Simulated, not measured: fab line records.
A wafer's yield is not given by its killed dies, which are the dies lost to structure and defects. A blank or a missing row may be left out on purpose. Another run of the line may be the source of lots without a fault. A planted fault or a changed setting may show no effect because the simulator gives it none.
fab line records    flow sky130
record: lots: 12  wafers: 36  last_day: 50
route steps=708 shown FIELD_ISO@28 NWELL@33 SONOS_TUNNEL@161
lots untouched by any fault: they come from a run of this same line in which no faults occurred
start_h: start of the lot's first displayed wafer, in hours after the record's first day    wait_h: hours since the lot's step before    " identical to the entry in the row above    L1.1+2: a single row standing in for several wafers    - no value present, or no start provided    * or withheld: withheld    < > ~ a bound
route shown NAME@n: a module of which the file shows steps, and the number in the route of the first    usual: average and standard deviation across the fault-free wafers    same: alike in all rows    chamber/n: place in a boat    sites: each site's reading    _std_site: standard deviation of those values    _edge_site: inner sites' mean taken away from outer sites' mean    radius_mm: for every site, how far away it sits from the centre of the wafer    mask NAME#n: copy n    behind: tool/chamber where the wafer was last shaped    hold: why the lot was held/for how many hours/how that ended    device: which transistor (n, p or np) failed to switch    end of line: tests run on the same wafers once the route is complete    where a step has no rows: the recipe by itself    killed: the dies lost at the first sort to structure and to defects; this is not the yield of the wafer    map: per-die view of a wafer (x killed, . not killed, _ where there is no die)
set.NAME: setting as actually run; set.NAME@STEP: the setting as run at that earlier step    model.NAME: the simulator's own value behind a step, which no gauge read
steps of the route over a sample of lots; a table a step, a row a wafer
services: from which hour (start_h, from the record's first day; less than 0 if before it) a tool's chamber was out of use, for how many hours, and why
== steps ==
step: SKY_FIELD_ISO_CMP_27
recipe: stop_on: Si3N4  t_overpolish_s: 16  down_force_psi: 4  platen_rpm: 60  target_thk_nm: 457.8  pad_velocity_m_s: 0.94248
usual: edge_zone_pressure_frac: 1.000/0.0047  motor_current_A: 12.4/1.4  overpolish_run_s: 16.002/0.0098  time_to_endpoint_s: 112/5
lot.wafer  tool    chamber  start_h  wait_h  edge_zone_pressure_frac  motor_current_A  overpolish_run_s  time_to_endpoint_s
L736.4     cmp-01  2        41.70    0.0     1.000                    15.1             16.010            111
L736.1     "       1        "        "       0.995                    12.1             16.010            118
L736.5     "       3        "        "       1.000                    12.0             15.990            117
L738.1     cmp-02  3        44.77    0.1     1.005                    10.4             15.998            106
L738.2     "       0        "        "       1.001                    13.4             16.017            106
L738.3     "       1        "        "       1.009                    11.9             16.004            120
L739.4     cmp-02  2        50.62    0.0     1.008                    10.5             16.029            112
L739.1     "       3        "        "       0.996                    10.1             16.017            112
L739.3     "       0        "        "       1.002                    13.7             16.003            107
L741.3     cmp-02  1        61.06    0.1     1.004                    11.8             16.006            121
L741.2     "       3        "        "       0.999                    10.8             15.981            109
L741.6     "       0        "        "       0.995                    13.4             15.986            112
L740.2     cmp-01  2        61.11    0.1     1.002                    13.9             16.001            109
L740.3     "       3        "        "       0.998                    11.6             16.015            119
L740.5     "       1        "        "       1.006                    11.5             15.993            117
L744.2     cmp-02  1        75.60    0.1     1.001                    12.7             16.013            115
L744.4     "       3        "        "       0.999                    9.9              15.990            109
L744.6     "       1        "        "       1.003                    12.2             16.005            114
L745.4     cmp-02  1        80.33    0.4     1.003                    12.8             16.004            122
L745.1     "       2        "        "       1.005                    11.1             15.985            107
L745.6     "       1        "        "       1.002                    12.2             16.004            120
L748.3     cmp-02  1        95.33    0.0     1.000                    12.2             16.009            117
L748.1     "       0        "        "       0.990                    13.2             16.021            108
L748.5     "       1        "        "       1.000                    11.5             16.022            115
L756.4     cmp-01  2        137.95   0.1     1.007                    14.8             15.992            105
L756.6     "       1        "        "       0.993                    12.1             15.992            109
L756.5     "       2        "        "       1.004                    14.7             15.991            105
L757.4     cmp-02  3        142.54   0.0     0.999                    10.5             15.999            105
L757.1     "       1        "        "       0.997                    11.9             16.011            117
L757.3     "       2        "        "       1.000                    11.4             15.999            108
L758.4     cmp-01  2        157.84   0.1     0.998                    14.3             15.991            108
L758.5     "       1        "        "       0.996                    11.7             16.004            112
L758.6     "       2        "        "       1.001                    14.4             15.996            104
L759.3     cmp-02  3        159.36   0.0     0.993                    10.3             16.004            111
L759.1     "       1        "        "       1.006                    12.2             16.008            123
L759.6     "       0        "        "       1.007                    12.6             15.998            112
step: SKY_NWELL_OXIDATION_01
recipe: temp_c: 900  ambient: O2  stabilise_s: 600  purge_s: 300  target_thk_a: 100  ox_time_s: 1418
usual: spike_tc_bottom_C: 917.2/2.2  spike_tc_centre_C: 899.9/1.9  spike_tc_lower_C: 901.2/0.96  spike_tc_top_C: 911.9/1.6  spike_tc_upper_C: 900.7/1.3  tube_center_temp_C: 900/0.084  tube_center_temp_C_max: 902.3/0.36
lot.wafer  tool        chamber  start_h  wait_h  spike_tc_bottom_C  spike_tc_centre_C  spike_tc_lower_C  spike_tc_top_C  spike_tc_upper_C  tube_center_temp_C  tube_center_temp_C_max
L736.1     furnace-01  0        44.72    2.1     913.3              897.6              900.6             909.6           901.6             900.1               903.5
L736.4     "           0        "        "       914.4              900.2              903.8             910.0           902.5             899.98              902.1
L736.5     "           0        "        "       915.9              898.5              900.0             911.2           902.1             900.07              902.7
L738.1     furnace-01  0        46.11    0.5     914.2              898.1              901.9             910.3           902.4             900.06              902.6
L738.2     "           0        "        "       915.8              896.7              900.7             910.4           902.4             900.03              901.9
L738.3     "           0        "        "       915.2              897.3              901.6             909.0           900.4             900                 902.4
L739.1     furnace-01  0        52.12    0.6     936.5              915.3              920.8             930.0           920.3             918.8               921.5
L739.3     "           0        "        "       932.3              916.2              919.7             929.1           922.0             918.76              921.2
L739.4     "           0        "        "       932.9              915.7              918.3             929.7           922.3             918.91              921.3
L740.2     furnace-02  0        62.54    0.6     919.5              901.9              901.5             911.4           900.1             900.02              902.4
L740.3     "           0        "        "       919.8              900.5              900.5             913.8           899.5             899.85              901.5
L740.5     "           0        "        "       918.8              901.7              900.5             914.7           901.0             899.97              902.4
L741.2     furnace-02  0        62.54    0.6     918.1              902.8              900.7             913.5           899.8             900.01              902.8
L741.3     "           0        "        "       918.1              901.6              901.0             914.7           900.5             900.05              902.5
L741.6     "           0        "        "       920.3              899.7              902.1             914.1           901.1             899.98              902.5
L744.2     furnace-02  0        77.06    0.6     918.3              899.4              902.0             912.9           900.6             899.99              901.9
L744.4     "           0        "        "       918.4              902.6              901.8             914.5           900.7             899.94              902.3
L744.6     "           0        "        "       919.9              902.4              899.7             914.2           901.0             899.94              901.7
L745.1     furnace-01  0        81.63    0.4     934.1              918.0              918.8             929.5           919.4             918.94              920.9
L745.4     "           0        "        "       932.8              917.0              919.9             929.3           920.3             918.78              920.6
L745.6     "           0        "        "       935.1              917.7              920.3             928.1           917.4             918.82              921.0
L748.1     furnace-02  0        98.98    2.1     918.4              901.1              899.4             913.6           901.4             900.04              902.1
L748.3     "           0        "        "       919.3              901.0              902.3             913.6           899.0             900.1               902.1
L748.5     "           0        "        "       919.8              900.6              902.8             912.1           900.3             900.07              902.1
L756.4     furnace-01  0        138.86   0.0     914.2              898.1              902.6             911.6           901.4             900.07              902.2
L756.5     "           0        "        "       913.7              898.2              900.6             910.8           901.1             899.84              902.5
L756.6     "           0        "        "       915.6              896.4              901.9             910.0           900.6             900.04              902.0
L757.1     furnace-02  0        145.25   1.8     918.1              900.8              900.8             912.7           899.0             900.01              902.1
L757.3     "           0        "        "       918.5              900.8              900.3             912.5           899.8             900.17              903.3
L757.4     "           0        "        "       919.8              902.1              900.4             913.4           899.9             900.12              902.3
L758.4     furnace-02  0        162.25   3.5     919.8              900.8              900.8             912.5           899.1             899.96              902.1
L758.5     "           0        "        "       918.6              900.1              901.8             912.0           898.4             899.86              902.0
L758.6     "           0        "        "       920.8              900.5              901.7             914.0           898.1             900.25              902.9
L759.1     furnace-02  0        162.25   1.9     918.8              902.5              901.0             913.2           899.7             900.1               903.0
L759.3     "           0        "        "       917.3              900.9              899.9             913.3           899.2             900.06              902.0
L759.6     "           0        "        "       920.9              901.9              900.8             913.5           900.4             899.98              902.1
step: SKY_NWELL_THK_MEAS_02
recipe: reads: SiO2_of_NWELL_OXIDATION_01
usual: NWELL_OXIDATION_THK: 9.93/0.16
lot.wafer  tool           chamber  start_h  wait_h  NWELL_OXIDATION_THK[nm]
L736.1     film_metro-03  -        46.11    0.0     9.90
L736.4     "              -        "        "       9.95
L736.5     "              -        "        "       9.96
L738.1     film_metro-04  -        47.50    0.0     9.80
L738.2     "              -        "        "       9.82
L738.3     "              -        "        "       9.70
L739.1     film_metro-04  -        53.51    0.0     12.29
L739.3     "              -        "        "       12.14
L739.4     "              -        "        "       12.24
L740.2     film_metro-04  -        63.95    0.0     10.27
L740.3     "              -        "        "       10.04
L740.5     "              -        "        "       9.98
L741.2     film_metro-03  -        63.95    0.0     10.09
L741.3     "              -        "        "       10.09
L741.6     "              -        "        "       10.20
L744.2     film_metro-04  -        78.47    0.0     10.01
L744.4     "              -        "        "       10.01
L744.6     "              -        "        "       10.15
L745.1     film_metro-04  -        83.03    0.0     12.10
L745.4     "              -        "        "       12.01
L745.6     "              -        "        "       12.04
L748.1     film_metro-04  -        100.38   0.0     10.04
L748.3     "              -        "        "       10.17
L748.5     "              -        "        "       9.93
L756.4     film_metro-02  -        140.28   0.0     9.80
L756.5     "              -        "        "       9.82
L756.6     "              -        "        "       9.66
L757.1     film_metro-03  -        146.65   0.0     9.90
L757.3     "              -        "        "       9.96
L757.4     "              -        "        "       9.74
L758.4     film_metro-04  -        163.67   0.0     9.82
L758.5     "              -        "        "       9.85
L758.6     "              -        "        "       9.85
L759.1     film_metro-04  -        163.70   0.1     9.83
L759.3     "              -        "        "       9.79
L759.6     "              -        "        "       9.92
step: SKY_NWELL_OVL_MEAS_10
usual: NWELL_00_OVL: -0.6/1.4
lot.wafer  tool        chamber  start_h  wait_h  NWELL_00_OVL[nm]
L736.1     overlay-02  -        94.79    -       1.7
L736.4     "           -        "        "       0.8
L736.5     "           -        "        "       1.4
L738.1     overlay-01  -        97.57    -       -1.9
L738.2     "           -        "        "       -1.4
L738.3     "           -        "        "       -1.2
L739.1     overlay-02  -        103.18   -       -1.6
L739.3     "           -        "        "       -0.3
L739.4     "           -        "        "       -0.3
L740.2     overlay-01  -        115.03   -       0.6
L740.3     "           -        "        "       -0.8
L740.5     "           -        "        "       0.2
L741.2     overlay-01  -        115.73   -       -0.5
L741.3     "           -        "        "       -2.1
L741.6     "           -        "        "       -2.3
L744.2     overlay-01  -        130.63   -       -0.8
L744.4     "           -        "        "       -1.6
L744.6     "           -        "        "       -0.8
L745.1     overlay-01  -        138.07   -       -0.7
L745.4     "           -        "        "       -3.0
L745.6     "           -        "        "       -1.4
L748.1     overlay-01  -        157.37   -       -1.6
L748.3     "           -        "        "       -1.0
L748.5     "           -        "        "       -1.3
L756.4     overlay-01  -        201.04   -       -0.6
L756.5     "           -        "        "       -1.2
L756.6     "           -        "        "       -1.2
L757.1     overlay-02  -        208.68   -       1.7
L757.3     "           -        "        "       2.0
L757.4     "           -        "        "       1.9
L758.4     overlay-01  -        227.84   -       0.2
L758.5     "           -        "        "       -0.9
L758.6     "           -        "        "       -0.3
L759.1     overlay-02  -        228.48   -       -0.7
L759.3     "           -        "        "       0.4
L759.6     "           -        "        "       1.0
step: SKY_SONOS_TUNNEL_CD_MEAS_07
recipe: target_cd_nm: 410
usual: cd_nm: 410.2/2.2
lot.wafer  tool       chamber  start_h  wait_h  cd_nm
L736.1     cd_sem-01  -        260.57   0.1     409.8
L736.4     "          -        "        "       409.2
L736.5     "          -        "        "       409.6
L738.1     cd_sem-01  -        265.10   0.1     413.6
L738.2     "          -        "        "       413.1
L738.3     "          -        "        "       411.3
L739.1     cd_sem-02  -        273.15   0.1     409.7
L739.3     "          -        "        "       410.2
L739.4     "          -        "        "       409.4
L740.2     cd_sem-01  -        288.87   0.1     408.2
L740.3     "          -        "        "       407.4
L740.5     "          -        "        "       408.1
L741.2     cd_sem-02  -        291.74   0.1     413.3
L741.3     "          -        "        "       411.6
L741.6     "          -        "        "       409.9
L744.2     cd_sem-01  -        312.86   0.1     411.1
L744.4     "          -        "        "       410.8
L744.6     "          -        "        "       408.6
L745.1     cd_sem-01  -        321.49   0.1     416.0
L745.4     "          -        "        "       415.5
L745.6     "          -        "        "       415.4
L748.1     cd_sem-02  -        347.72   0.1     412.9
L748.3     "          -        "        "       411.5
L748.5     "          -        "        "       408.7
L756.4     cd_sem-02  -        407.25   0.1     408.4
L756.5     "          -        "        "       409.9
L756.6     "          -        "        "       408.7
L757.1     cd_sem-02  -        417.35   0.1     410.6
L757.3     "          -        "        "       408.1
L757.4     "          -        "        "       407.9
L758.4     cd_sem-02  -        442.61   0.1     407.4
L758.5     "          -        "        "       407.1
L758.6     "          -        "        "       405.2
L759.1     cd_sem-01  -        444.05   0.1     408.9
L759.3     "          -        "        "       409.4
L759.6     "          -        "        "       408.9
== services ==
tool        chamber  start_h  hours  kind
cmp-02      -        31.87    0.9    repair
furnace-02  -        35.38    2.7    pm
cmp-02      -        40.81    0.6    repair
cmp-01      -        64.00    4.0    pm
cmp-01      -        68.00    -      consumable_replace:conditioner
cmp-01      -        68.00    -      consumable_replace:pad
cmp-01      -        77.94    5.4    pm
furnace-01  -        95.33    2.8    pm
cmp-02      -        108.64   1.8    repair
cmp-02      -        125.12   1.4    repair
furnace-01  -        140.87   3.2    repair
furnace-01  -        144.05   12.6   pm
cmp-01      -        160.10   0.9    repair
furnace-01  -        160.70   2.8    pm
== key ==
first_sign: step: SKY_NWELL_OXIDATION_01  reading: tube_center_temp_C  direction: up  sigmas: 99+  usual: *  struck: *
effect: step: SKY_NWELL_OXIDATION_01  reading: tube_center_temp_C_max  direction: up  sigmas: 52  usual: *  struck: *
effect: step: SKY_NWELL_THK_MEAS_02  reading: NWELL_OXIDATION_THK  direction: up  sigmas: 14  usual: 9.93  struck: 12.14
met_at SKY_NWELL_OXIDATION_01
struck_lots L739,L745
tester_left_out L739,L745
not_acting_at SKY_FIELD_ISO_CMP_27,SKY_NWELL_OVL_MEAS_10,SKY_SONOS_TUNNEL_CD_MEAS_07
onset_between 46.11 52.12
fault: kind: process_parameter_drift  tool: furnace-01  chamber: -  onset_h: 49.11  steps: SKY_NWELL_OXIDATION_01  channel: temp_c  offset: *  shape: step  end_h: 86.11  acts_in: *  stated: *
tester_left_out: of these lots the tester's yield and bins aren't shown, on N5 and GAA mostly nor the transistor test; their killed dies are dies lost to structure and defects alone, not to doping, threshold or leakage, so they don't give the yield
